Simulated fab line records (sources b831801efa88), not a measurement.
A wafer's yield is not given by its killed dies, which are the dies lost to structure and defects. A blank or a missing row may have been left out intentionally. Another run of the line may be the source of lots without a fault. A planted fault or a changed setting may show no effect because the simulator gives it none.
The tool behind it: which one? || flow gf180mcu || 21 wafers from 7 lots sampled at 2 of the route's 602 steps

## WHAT THE GAUGES READ, wafer by wafer
GF_HV_LDD_CD_MEAS_07: the cd target is 400 nm.
{"lot": "L688", "measured": "day 10 21:02", "on": "cd_sem-01", "cd_nm (nm)": "401.8 399.8 400.2"}
{"lot": "L691", "measured": "day 11 21:05", "on": "cd_sem-01", "cd_nm (nm)": "395.6 395.6 395.9"}
{"lot": "L693", "measured": "day 12 18:08", "on": "cd_sem-02", "cd_nm (nm)": "401.1 398.8 401.4"}
{"lot": "L696", "measured": "day 13 22:32", "on": "cd_sem-02", "cd_nm (nm)": "400.6 400.0 399.7"}
{"lot": "L699", "measured": "day 14 12:20", "on": "cd_sem-01", "cd_nm (nm)": "396.7 396.3 396.8"}
{"lot": "L706", "measured": "day 16 11:32", "on": "cd_sem-02", "cd_nm (nm)": "384.0 385.9 385.6"}
{"lot": "L708", "measured": "day 17 02:39", "on": "cd_sem-01", "cd_nm (nm)": "399.8 399.9 402.5"}

## TOOL THAT RAN EACH LOT (tool first, then ch and the chambers of the sampled wafers, then the start)
{"lot": "L688", "GF_HV_LDD_DEVELOP_06": "litho_track-01 ch 0, day 10 20:53"}
{"lot": "L691", "GF_HV_LDD_DEVELOP_06": "litho_track-04 ch 0, day 11 20:56"}
{"lot": "L693", "GF_HV_LDD_DEVELOP_06": "litho_track-02 ch 0, day 12 17:59"}
{"lot": "L696", "GF_HV_LDD_DEVELOP_06": "litho_track-01 ch 0, day 13 22:23"}
{"lot": "L699", "GF_HV_LDD_DEVELOP_06": "litho_track-01 ch 0, day 14 12:11"}
{"lot": "L706", "GF_HV_LDD_DEVELOP_06": "litho_track-01 ch 0, day 16 11:23"}
{"lot": "L708", "GF_HV_LDD_DEVELOP_06": "litho_track-04 ch 0, day 17 02:31"}
- GF_HV_LDD_DEVELOP_06: develop time 60 s.

## THE ANSWER, worked out from the rows above alone
Rule: the lots themselves supply what counts as usual. The widest of any qualifying gaps counts: lots, ordered by their means at a reading, are off when they make up no more than a third of the lots, leave a main group of 4 or more, and stand apart from it by 3 or more times the standard deviation of that group's means. The tables above print the reading to a certain number of digits; a main group whose means all agree to those digits is not used. Also off: a lot with no number at a reading for which 4 or more lots have one. Any other lot the step has rows for is counted as sound.
Off: L706, at GF_HV_LDD_CD_MEAS_07 (cd_nm). The main group: mean 399.0 nm, standard deviation 2.1.
If a tool, at a process step before that reading, ran all the lots that are off and no sound lot after the first of them, it fits. Gauges at GF_HV_LDD_CD_MEAS_07: tried the same way as those tools. This does not decide it: 2 tools fit, namely litho_track-01 at GF_HV_LDD_DEVELOP_06 and cd_sem-02 at GF_HV_LDD_CD_MEAS_07.

## WHAT WAS PUT IN BY THE SIMULATOR
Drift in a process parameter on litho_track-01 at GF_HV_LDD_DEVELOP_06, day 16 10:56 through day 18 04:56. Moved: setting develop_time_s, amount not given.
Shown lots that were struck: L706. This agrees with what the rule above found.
